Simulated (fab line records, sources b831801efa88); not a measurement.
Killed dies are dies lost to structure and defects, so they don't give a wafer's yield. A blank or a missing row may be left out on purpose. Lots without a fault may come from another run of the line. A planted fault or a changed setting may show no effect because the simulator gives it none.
fab line records | flow gf180mcu
record lots=5 wafers=23
route steps=602 shown V2@394 M3@413 V3@429 M4@460
start_h: hours from the record's first day to the start of the lot's first wafer shown | wait_h: hours since the lot's step before | " the same as in the row above | L1.1+2: a row that stands for several wafers | - no value, or no start given | * or withheld: withheld | < > ~ a bound
route shown NAME@n: a module of which the file shows steps, and the number in the route of the first | usual: mean/standard deviation of fault-free wafers | same: alike in all rows | chamber/n: place in a boat | sites: the reading at each site | _std_site: their standard deviation | _edge_site: outer sites' mean less inner sites' | radius_mm: how far each site lies from the wafer's centre | mask NAME#n: copy n | behind: the tool/chamber that last shaped the wafer | hold: why the lot was held/for how many hours/how that ended | device: the transistor (n, p or np) that didn't switch | end of line: the same wafers' tests at the end of the route | a step without rows: its recipe alone | killed: dies lost to structure and defects at the first sort, not the wafer's yield | map: a wafer's dies, x killed, . not, _ none there
set.NAME: the setting as run; set.NAME@STEP: as run at that earlier step | model.NAME: the simulator's own value behind a step, which no gauge read
lots whose settings were changed on purpose; a table a step, a row a wafer
## steps
# step GF_V2_PEB_12
# recipe peb_temp_c=135 peb_time_s=90 resist=KrF
# columns lot.wafer tool chamber start_h wait_h set.peb_time_s
L075.1+4+6 litho_track-01 0 - - 90
L077.1+3+5 litho_track-04 0 - - 90
L077.2+6 " 0 " " 76.69
L078.1+2+3+4+6 litho_track-03 0 - - 90
L079.1+5 litho_track-04 0 - - 90
L079.2+3+4 " 0 " " 100.5
L083.2+5 litho_track-01 0 - - 101.7
L083.3+4+6 " 0 " " 90
# step GF_V2_DEVELOP_13
# recipe develop_time_s=60 resist=KrF dev_temp_c=21
# step GF_V2_CD_MEAS_14
# recipe target_cd_nm=260
# usual cd_nm=260.1/1.3
# columns lot.wafer tool chamber start_h wait_h set.peb_time_s@V2_PEB_12 cd_nm
L075.1 cd_sem-01 - 464.73 0.1 90 260.6
L075.4 " - " " 90 259.8
L075.6 " - " " 90 261.1
L077.1 cd_sem-02 - 480.21 0.1 90 260.5
L077.2 " - " " 76.69 256.4
L077.3 " - " " 90 260.0
L077.5 " - " " 90 258.7
L077.6 " - " " 76.69 256.6
L078.1 cd_sem-01 - 492.11 0.1 90 258.8
L078.2 " - " " 90 258.3
L078.3 " - " " 90 259.4
L078.4 " - " " 90 257.9
L078.6 " - " " 90 259.8
L079.1 cd_sem-01 - 499.11 0.1 90 261.7
L079.2 " - " " 100.5 264.7
L079.3 " - " " 100.5 264.3
L079.4 " - " " 100.5 263.0
L079.5 " - " " 90 261.8
L083.2 cd_sem-01 - 549.64 0.1 101.7 262.4
L083.3 " - " " 90 260.0
L083.4 " - " " 90 260.3
L083.5 " - " " 101.7 262.6
L083.6 " - " " 90 260.2
# step GF_V2_ETCH_16
# recipe chemistry=N2/H2 target_depth_a=withheld overetch_a=withheld time_s=withheld target=BARC ion_energy_ev=200 source_w=500 bias_w=100 pressure_mtorr=30 n2_flow_sccm=100 h2_flow_sccm=200
# columns lot.wafer tool chamber start_h wait_h set.peb_time_s@V2_PEB_12 model.V2.cd_nm
L075.1 rie_diel-04 2 464.88 0.0 * 261.2
L075.4 " 2 " " * 260.7
L075.6 " 0 " " * 261.8
L077.1 rie_diel-02 0 480.37 0.0 * 259.9
L077.2 " 3 " " * 256.2
L077.3 " 2 " " * 259.3
L077.5 " 1 " " * 258.8
L077.6 " 0 " " * 256.1
L078.1+2 rie_diel-04 2,0 492.26 0.0 * 259.1
L078.3 " 3 " " * 259.6
L078.4 " 2 " " * 258.7
L078.6 " 0 " " * 260.2
L079.1 rie_diel-04 3 499.27 0.0 * 261.5
L079.2 " 0 " " * 265.4
L079.3 " 2 " " * 264.4
L079.4 " 2 " " * 263.4
L079.5 " 3 " " * 262
L083.2 rie_diel-03 0 549.78 0.0 * 263
L083.3 " 2 " " * 260.6
L083.4 " 3 " " * 260.4
L083.5 " 1 " " * 262.8
L083.6 " 0 " " * 260.8
# step GF_V2_ETCH_17
# recipe chemistry=C4F8/O2/Ar mask_material=KrF target=SiO2 stop_on=TiN source_w=1500 bias_w=1213 pressure_mtorr=40 c4f8_flow_sccm=withheld O2_flow_sccm=6 Ar_flow_sccm=300 time_s=withheld target_depth_a=6300
# columns lot.wafer tool chamber start_h wait_h set.peb_time_s@V2_PEB_12 model.V2.cd_nm
L075.1 rie_diel-04 2 - - * 261.5
L075.4 " 2 " " * 260.6
L075.6 " 0 " " * 261.8
L077.1 rie_diel-02 0 - - * 259.6
L077.2 " 3 " " * 256.4
L077.3 " 2 " " * 259.7
L077.5 " 1 " " * 259.5
L077.6 " 0 " " * 255.8
L078.1 rie_diel-04 2 - - * 258.8
L078.2 " 0 " " * 258.7
L078.3 " 3 " " * 259.5
L078.4 " 2 " " * 258.6
L078.6 " 0 " " * 259.8
L079.1 rie_diel-04 3 - - * 261.1
L079.2 " 0 " " * 265.3
L079.3 " 2 " " * 264.4
L079.4 " 2 " " * 263.6
L079.5 " 3 " " * 261.8
L083.2 rie_diel-03 0 - - * 262.7
L083.3 " 2 " " * 260.8
L083.4 " 3 " " * 260.5
L083.5 " 1 " " * 263
L083.6 " 0 " " * 261.1
# step GF_M3_SPUTTER_04
# recipe material=TiN target_thk_nm=50 power_w=6500 time_s=41.7 chamber_pressure_pa=0.4
# columns lot.wafer tool chamber start_h wait_h set.power_w model.TiN_of_M3_SPUTTER_04.thk_nm
L075.1 pvd_sputter-01 - 466.45 0.0 6500 49.97
L075.4 " - " " 6500 49.85
L075.6 " - " " 6500 49.9
L077.1 pvd_sputter-01 - 481.97 0.0 6500 50.95
L077.2 " - " " 6500 50.83
L077.3 " - " " 7071 55.66
L077.5 " - " " 7071 55.14
L077.6 " - " " 7071 55.7
L078.1 pvd_sputter-03 - 493.91 0.0 6500 49.75
L078.2 " - " " 6500 49.52
L078.3 " - " " 6500 49.81
L078.4 " - " " 6500 49.46
L078.6 " - " " 6500 49.91
L079.1 pvd_sputter-04 - 500.97 0.0 6120 47.44
L079.2 " - " " 6120 47.6
L079.3 " - " " 6500 50.68
L079.4 " - " " 6500 50.42
L079.5 " - " " 6120 47.64
L083.2 pvd_sputter-01 - 551.32 0.0 6500 49.55
L083.3 " - " " 7250 55.32
L083.4 " - " " 7250 55.22
L083.5 " - " " 6500 50.04
L083.6 " - " " 6500 50.06
# step GF_M3_COAT_09
# recipe resist=KrF spin_rpm=withheld resist_thk_nm=1000
# columns lot.wafer tool chamber start_h wait_h set.resist_thk_nm model.KrF_of_M3_COAT_09.thk_nm
L075.1 litho_track-02 0 478.07 0.1 1000 1001
L075.4+6 " 0 " " 1000 1002
L077.1 litho_track-02 0 493.92 0.1 1000 1000
L077.2 " 0 " " 959.1 961.1
L077.3+6 " 0 " " 959.1 -
L077.5 " 0 " " 1000 -
L078.1+4 litho_track-01 0 505.67 0.1 1000 997
L078.2 " 0 " " 1050 1045
L078.3 " 0 " " 1050 1046
L078.6 " 0 " " 1050 1047
L079.1+2+5 litho_track-03 0 512.46 0.1 1000 -
L079.3 " 0 " " 1000 998.9
L079.4 " 0 " " 1000 1000
L083.2 litho_track-01 0 562.45 0.1 1000 1000
L083.3+4 " 0 " " 1000 -
L083.5 " 0 " " 1000 1002
L083.6 " 0 " " 1000 1004
# step GF_M3_SOFTBAKE_10
# recipe temp_c=130 time_s=60 resist=KrF
# step GF_M3_EXPOSE_11
# recipe mask_id=Metal3 target_cd_nm=280 na=0.68 source_shape=conventional sigma_outer=0.6 dose_mj=28
# step GF_M3_METAL_ETCH_16
# recipe chemistry=Cl2/BCl3 mask_material=KrF target_depth_nm=627.5 stop_on=SiO2 pressure_mtorr=8 icp_w=800 bias_w=140 Cl2_flow_sccm=80 bcl3_flow_sccm=40 time_s=104.6
# columns lot.wafer tool chamber start_h wait_h set.resist_thk_nm@M3_COAT_09 model.KrF_of_M3_COAT_09.thk_nm
L075.1 rie_metal-04 0 490.58 0.0 1000 734.9
L075.4 " 0 " " 1000 738.4
L075.6 " 0 " " 1000 737.1
L077.1 rie_metal-04 0 506.01 0.0 1000 735.6
L077.2 " 0 " " 959.1 697.7
L077.3+6 " 0 " " 959.1 -
L077.5 " 0 " " 1000 -
L078.1 rie_metal-01 1 517.33 0.0 1000 730.1
L078.2 " 0 " " 1050 777.8
L078.3 " 0 " " 1050 779.9
L078.4 " 1 " " 1000 729.3
L078.6 " 1 " " 1050 777.5
L079.1+2+5 rie_metal-04 0,1,1 524.06 0.0 1000 -
L079.3 " 1 " " 1000 728.6
L079.4 " 0 " " 1000 733.3
L083.2 rie_metal-01 1 573.73 0.0 1000 733.3
L083.3+4 " 1,0 " " 1000 -
L083.5 " 1 " " 1000 736.5
L083.6 " 0 " " 1000 738.4
# step GF_M3_STRIP_17
# recipe chemistry=O2/N2 power_w=1400 pressure_mtorr=1500 platen_temp_c=250 o2_flow_sccm=3000 n2_flow_sccm=300 overash_fraction=0.5
# usual strip_time_to_endpoint_s=7.87/0.033
# columns lot.wafer tool chamber start_h wait_h set.resist_thk_nm@M3_COAT_09 strip_time_to_endpoint_s
L075.1 plasma_asher-03 0 490.81 0.2 1000 7.87
L075.4 " 1 " " 1000 7.91
L075.6 " 1 " " 1000 7.88
L077.1 plasma_asher-03 1 506.24 0.2 1000 7.87
L077.2 " 0 " " 959.1 7.51
L077.3 " 1 " " 959.1 7.50
L077.5 " 0 " " 1000 7.87
L077.6 " 1 " " 959.1 7.55
L078.1 plasma_asher-03 0 517.44 0.1 1000 7.83
L078.2 " 1 " " 1050 8.30
L078.3 " 0 " " 1050 8.32
L078.4 " 1 " " 1000 7.82
L078.6 " 0 " " 1050 8.27
L079.1 plasma_asher-04 1 524.18 0.1 1000 7.88
L079.2 " 0 " " 1000 7.79
L079.3 " 1 " " 1000 7.81
L079.4 " 0 " " 1000 7.85
L079.5 " 0 " " 1000 7.90
L083.2 plasma_asher-04 1 573.84 0.1 1000 7.84
L083.3 " 1 " " 1000 7.88
L083.4 " 0 " " 1000 7.91
L083.5 " 0 " " 1000 7.89
L083.6 " 1 " " 1000 7.92
# step GF_V3_CVD_00
# recipe material=SiO2 target_thk_nm=600 sigma_open_frac=0.3 temp_c=400 time_s=100 sih4_flow_sccm=60 pressure_mtorr=6
# columns lot.wafer tool chamber start_h wait_h set.sih4_flow_sccm model.SiO2_of_V3_CVD_00.thk_nm
L075.1 hdpcvd-02 0 491.36 0.0 60 594.7
L075.4 " 0 " " 60 595
L075.6 " 1 " " 60 599.4
L077.1 hdpcvd-01 1 506.77 0.0 60 605.3
L077.2 " 2 " " 60 595.2
L077.3 " 0 " " 60 604.9
L077.5 " 2 " " 60 591
L077.6 " 0 " " 60 598.6
L078.1 hdpcvd-01 1 517.98 0.0 56.85 553
L078.2 " 0 " " 56.85 568.4
L078.3 " 2 " " 60 586.4
L078.4 " 2 " " 56.85 558.7
L078.6 " 0 " " 60 586.5
L079.1 hdpcvd-01 0 524.77 0.0 63.4 637.7
L079.2 " 2 " " 60 595.6
L079.3 " 1 " " 60 600.8
L079.4 " 2 " " 63.4 627.1
L079.5 " 1 " " 63.4 645.6
L083.2 hdpcvd-01 1 574.38 0.0 60 594.3
L083.3 " 0 " " 63.58 635.5
L083.4 " 2 " " 60 591.3
L083.5 " 0 " " 63.58 634.5
L083.6 " 1 " " 63.58 629
# step GF_V3_THK_MEAS_01
# recipe reads=SiO2_of_V3_CVD_00
# usual V3_CVD_00_THK=595/6.2
# columns lot.wafer tool chamber start_h wait_h set.sih4_flow_sccm@V3_CVD_00 V3_CVD_00_THK[nm]
L075.1 film_metro-02 - 491.43 0.0 60 595
L075.4 " - " " 60 596
L075.6 " - " " 60 600
L077.1 film_metro-04 - 506.84 0.0 60 605
L077.2 " - " " 60 596
L077.3 " - " " 60 605
L077.5 " - " " 60 591
L077.6 " - " " 60 598
L078.1 film_metro-03 - 518.06 0.0 56.85 553
L078.2 " - " " 56.85 568
L078.3 " - " " 60 587
L078.4 " - " " 56.85 558
L078.6 " - " " 60 587
L079.1 film_metro-04 - 524.85 0.0 63.4 638
L079.2 " - " " 60 596
L079.3 " - " " 60 600
L079.4 " - " " 63.4 627
L079.5 " - " " 63.4 645
L083.2 film_metro-02 - 574.47 0.0 60 595
L083.3 " - " " 63.58 636
L083.4 " - " " 60 592
L083.5 " - " " 63.58 634
L083.6 " - " " 63.58 629
# step GF_V3_PEB_12
# recipe peb_temp_c=135 peb_time_s=90 resist=KrF
# columns lot.wafer tool chamber start_h wait_h set.peb_temp_c
L075.1+4+6 litho_track-04 0 - - 135
L077.1+3+6 litho_track-04 0 - - 135
L077.2+5 " 0 " " 138.1
L078.1+3 litho_track-02 0 - - 133.5
L078.2+4+6 " 0 " " 135
L079.1+4 litho_track-02 0 - - 133.9
L079.2+3+5 " 0 " " 135
L083.2+4+5 litho_track-02 0 - - 138
L083.3+6 " 0 " " 135
# step GF_V3_DEVELOP_13
# recipe develop_time_s=60 resist=KrF dev_temp_c=21
# step GF_V3_CD_MEAS_14
# recipe target_cd_nm=260
# usual cd_nm=259.7/1.2
# columns lot.wafer tool chamber start_h wait_h set.peb_temp_c@V3_PEB_12 cd_nm
L075.1 cd_sem-02 - 515.51 0.1 135 259.2
L075.4 " - " " 135 259.5
L075.6 " - " " 135 258.0
L077.1 cd_sem-02 - 530.21 0.1 135 262.0
L077.2 " - " " 138.1 270.1
L077.3 " - " " 135 261.9
L077.5 " - " " 138.1 269.0
L077.6 " - " " 135 261.7
L078.1 cd_sem-02 - 541.12 0.1 133.5 253.6
L078.2 " - " " 135 258.4
L078.3 " - " " 133.5 254.2
L078.4 " - " " 135 257.7
L078.6 " - " " 135 258.3
L079.1 cd_sem-01 - 547.82 0.1 133.9 257.4
L079.2 " - " " 135 260.3
L079.3 " - " " 135 260.8
L079.4 " - " " 133.9 255.8
L079.5 " - " " 135 260.0
L083.2 cd_sem-01 - 595.89 0.1 138 267.1
L083.3 " - " " 135 259.0
L083.4 " - " " 138 265.6
L083.5 " - " " 138 265.9
L083.6 " - " " 135 260.8
# step GF_V3_ETCH_16
# recipe chemistry=N2/H2 target_depth_a=withheld overetch_a=withheld time_s=withheld target=BARC ion_energy_ev=200 source_w=500 bias_w=100 pressure_mtorr=30 n2_flow_sccm=100 h2_flow_sccm=200
# columns lot.wafer tool chamber start_h wait_h set.peb_temp_c@V3_PEB_12 model.V3.cd_nm
L075.1 rie_diel-02 2 515.67 0.0 135 259.2
L075.4 " 3 " " 135 259.6
L075.6 " 2 " " 135 258.4
L077.1 rie_diel-03 3 530.37 0.0 135 262.1
L077.2+5 " 2,0 " " 138.1 269.7
L077.3 " 1 " " 135 261.6
L077.6 " 1 " " 135 261.9
L078.1 rie_diel-02 1 541.28 0.0 133.5 253.9
L078.2 " 3 " " 135 258.5
L078.3 " 2 " " 133.5 254.4
L078.4 " 0 " " 135 256.5
L078.6 " 3 " " 135 257.6
L079.1 rie_diel-03 0 547.98 0.0 133.9 257.4
L079.2 " 3 " " 135 259.9
L079.3 " 2 " " 135 260.9
L079.4 " 1 " " 133.9 255.7
L079.5 " 1 " " 135 259.8
L083.2 rie_diel-03 3 596.03 0.0 138 266.1
L083.3 " 0 " " 135 258.9
L083.4 " 1 " " 138 265.4
L083.5 " 3 " " 138 265.3
L083.6 " 2 " " 135 260.5
# step GF_V3_ETCH_17
# recipe chemistry=C4F8/O2/Ar mask_material=KrF target=SiO2 stop_on=TiN source_w=1500 bias_w=1200 pressure_mtorr=40 c4f8_flow_sccm=withheld O2_flow_sccm=6 Ar_flow_sccm=300 time_s=withheld target_depth_a=6350
# columns lot.wafer tool chamber start_h wait_h set.peb_temp_c@V3_PEB_12 model.V3.cd_nm
L075.1 rie_diel-02 2 - - 135 259.2
L075.4 " 3 " " 135 259.3
L075.6 " 2 " " 135 258.4
L077.1 rie_diel-03 3 - - 135 262.4
L077.2+5 " 2,0 " " 138.1 270.1
L077.3 " 1 " " 135 261.1
L077.6 " 1 " " 135 262
L078.1 rie_diel-02 1 - - 133.5 254
L078.2 " 3 " " 135 258.4
L078.3 " 2 " " 133.5 254.4
L078.4 " 0 " " 135 256.7
L078.6 " 3 " " 135 257.5
L079.1 rie_diel-03 0 - - 133.9 257.6
L079.2 " 3 " " 135 260
L079.3 " 2 " " 135 261.2
L079.4 " 1 " " 133.9 255.6
L079.5 " 1 " " 135 259.8
L083.2 rie_diel-03 3 - - 138 265.9
L083.3 " 0 " " 135 258.6
L083.4 " 1 " " 138 265.1
L083.5 " 3 " " 138 265.2
L083.6 " 2 " " 135 260.3
# step GF_V3_CVD_23
# recipe material=W target_thk_nm=350 time_s=104.9 temp_c=400 pressure_torr=40
# columns lot.wafer tool chamber start_h wait_h set.temp_c model.W_of_V3_CVD_23.thk_nm
L075.1 cvd_w-01 0 516.44 0.0 400 343.8
L075.4 " 0 " " 400 338.9
L075.6 " 0 " " 400 339.6
L077.1 cvd_w-02 0 531.13 0.0 395.4 314.5
L077.2 " 1 " " 400 353.6
L077.3 " 1 " " 400 356.2
L077.5 " 0 " " 400 342.4
L077.6 " 1 " " 395.4 324.6
L078.1 cvd_w-02 1 542.05 0.0 400 357.2
L078.2 " 0 " " 400 346.1
L078.3 " 1 " " 394.9 327.9
L078.4 " 0 " " 394.9 317.6
L078.6 " 1 " " 400 355.2
L079.1 cvd_w-02 0 549.15 0.0 400 346.2
L079.2 " 1 " " 389.4 295
L079.3 " 0 " " 400 347.8
L079.4 " 1 " " 389.4 290
L079.5 " 1 " " 400 360.9
L083.2 cvd_w-02 1 596.79 0.0 400 351
L083.3 " 1 " " 400 352.7
L083.4 " 0 " " 400 341.6
L083.5 " 1 " " 400 355.7
L083.6 " 0 " " 400 342.9
# step GF_V3_RS_MEAS_24
# recipe thk_meas_gauge=four-point-probe reads=W_of_V3_CVD_23+TiN_of_V3_SPUTTER_22+Ti_of_V3_SPUTTER_21
# usual V3_W_RS=0.330/0.0054
# columns lot.wafer tool chamber start_h wait_h set.temp_c@V3_CVD_23 V3_W_RS[ohm/sq]
L075.1 film_metro-02 - 516.55 0.1 400 0.333
L075.4 " - " " 400 0.338
L075.6 " - " " 400 0.338
L077.1 film_metro-04 - 531.24 0.1 395.4 0.364
L077.2 " - " " 400 0.325
L077.3 " - " " 400 0.321
L077.5 " - " " 400 0.335
L077.6 " - " " 395.4 0.352
L078.1 film_metro-02 - 542.16 0.1 400 0.321
L078.2 " - " " 400 0.331
L078.3 " - " " 394.9 0.350
L078.4 " - " " 394.9 0.362
L078.6 " - " " 400 0.322
L079.1 film_metro-03 - 549.27 0.1 400 0.331
L079.2 " - " " 389.4 0.389
L079.3 " - " " 400 0.329
L079.4 " - " " 389.4 0.395
L079.5 " - " " 400 0.317
L083.2 film_metro-02 - 596.92 0.1 400 0.326
L083.3 " - " " 400 0.325
L083.4 " - " " 400 0.335
L083.5 " - " " 400 0.323
L083.6 " - " " 400 0.334
# step GF_V3_THK_MEAS_25
# recipe thk_meas_gauge=xrf reads=W_of_V3_CVD_23
# usual V3_W_THK=339/8.9
# columns lot.wafer tool chamber start_h wait_h set.temp_c@V3_CVD_23 V3_W_THK[nm]
L075.1 film_metro-02 - 516.67 0.1 400 342
L075.4 " - " " 400 335
L075.6 " - " " 400 335
L077.1 film_metro-04 - 531.36 0.1 395.4 300
L077.2 " - " " 400 336
L077.3 " - " " 400 338
L077.5 " - " " 400 325
L077.6 " - " " 395.4 309
L078.1 film_metro-02 - 542.28 0.1 400 356
L078.2 " - " " 400 347
L078.3 " - " " 394.9 329
L078.4 " - " " 394.9 317
L078.6 " - " " 400 355
L079.1 film_metro-03 - 549.39 0.1 400 341
L079.2 " - " " 389.4 290
L079.3 " - " " 400 340
L079.4 " - " " 389.4 286
L079.5 " - " " 400 354
L083.2 film_metro-02 - 597.03 0.1 400 348
L083.3 " - " " 400 350
L083.4 " - " " 400 339
L083.5 " - " " 400 354
L083.6 " - " " 400 340
# step GF_M4_SPUTTER_04
# recipe material=TiN target_thk_nm=50 power_w=6500 time_s=41.7 chamber_pressure_pa=0.4
# columns lot.wafer tool chamber start_h wait_h set.time_s model.TiN_of_M4_SPUTTER_04.thk_nm
L075.1 pvd_sputter-04 - 517.21 0.0 41.7 50.03
L075.4 " - " " 41.7 50.54
L075.6 " - " " 41.7 49.7
L077.1 pvd_sputter-02 - 531.91 0.0 46.16 55.32
L077.2 " - " " 41.7 49.96
L077.3 " - " " 41.7 50.24
L077.5 " - " " 46.16 54.71
L077.6 " - " " 46.16 54.95
L078.1 pvd_sputter-01 - 542.82 0.0 43.48 51.63
L078.2 " - " " 41.7 49.56
L078.3 " - " " 41.7 49.66
L078.4 " - " " 43.48 51.87
L078.6 " - " " 43.48 51.59
L079.1 pvd_sputter-01 - 549.93 0.0 41.7 49.34
L079.2 " - " " 41.7 49.46
L079.3 " - " " 41.7 49.26
L079.4 " - " " 41.7 49.17
L079.5 " - " " 41.7 48.94
L083.2 pvd_sputter-04 - 597.56 0.0 46.92 55.58
L083.3 " - " " 46.92 55.99
L083.4 " - " " 46.92 55.81
L083.5 " - " " 41.7 49.54
L083.6 " - " " 41.7 49.58
## key
split step=GF_V2_PEB_12 setting=peb_time_s stated=90 by=wafer
response step=GF_V2_CD_MEAS_14 reading=cd_nm change=+0.199 per=1% r=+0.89
response step=GF_V2_ETCH_16 reading=model.V2.cd_nm change=+0.204 per=1% r=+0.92
response step=GF_V2_ETCH_17 reading=model.V2.cd_nm change=+0.215 per=1% r=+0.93
split step=GF_M3_SPUTTER_04 setting=power_w stated=6500 by=wafer
response step=GF_M3_SPUTTER_04 reading=model.TiN_of_M3_SPUTTER_04.thk_nm change=+0.491 per=1% r=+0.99
split step=GF_M3_COAT_09 setting=resist_thk_nm stated=1000 by=wafer
response step=GF_M3_COAT_09 reading=model.KrF_of_M3_COAT_09.thk_nm change=+9.73 per=1% r=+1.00
response step=GF_M3_METAL_ETCH_16 reading=model.KrF_of_M3_COAT_09.thk_nm change=+9.63 per=1% r=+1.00
response step=GF_M3_STRIP_17 reading=strip_time_to_endpoint_s change=* per=1% r=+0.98
split step=GF_V3_CVD_00 setting=sih4_flow_sccm stated=60 by=wafer
response step=GF_V3_CVD_00 reading=model.SiO2_of_V3_CVD_00.thk_nm change=+6.27 per=1% r=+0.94
response step=GF_V3_THK_MEAS_01 reading=V3_CVD_00_THK change=+6.26 per=1% r=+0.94
split step=GF_V3_PEB_12 setting=peb_temp_c stated=135 by=wafer
response step=GF_V3_CD_MEAS_14 reading=cd_nm change=+3.25 per=1% r=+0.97
response step=GF_V3_ETCH_16 reading=model.V3.cd_nm change=+3.14 per=1% r=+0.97
response step=GF_V3_ETCH_17 reading=model.V3.cd_nm change=+3.22 per=1% r=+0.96
split step=GF_V3_CVD_23 setting=temp_c stated=400 by=wafer
response step=GF_V3_CVD_23 reading=model.W_of_V3_CVD_23.thk_nm change=+23.1 per=1% r=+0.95
response step=GF_V3_RS_MEAS_24 reading=V3_W_RS change=-0.0252 per=1% r=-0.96
response step=GF_V3_THK_MEAS_25 reading=V3_W_THK change=+22.3 per=1% r=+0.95
split step=GF_M4_SPUTTER_04 setting=time_s stated=41.7 by=wafer
response step=GF_M4_SPUTTER_04 reading=model.TiN_of_M4_SPUTTER_04.thk_nm change=+0.481 per=1% r=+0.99
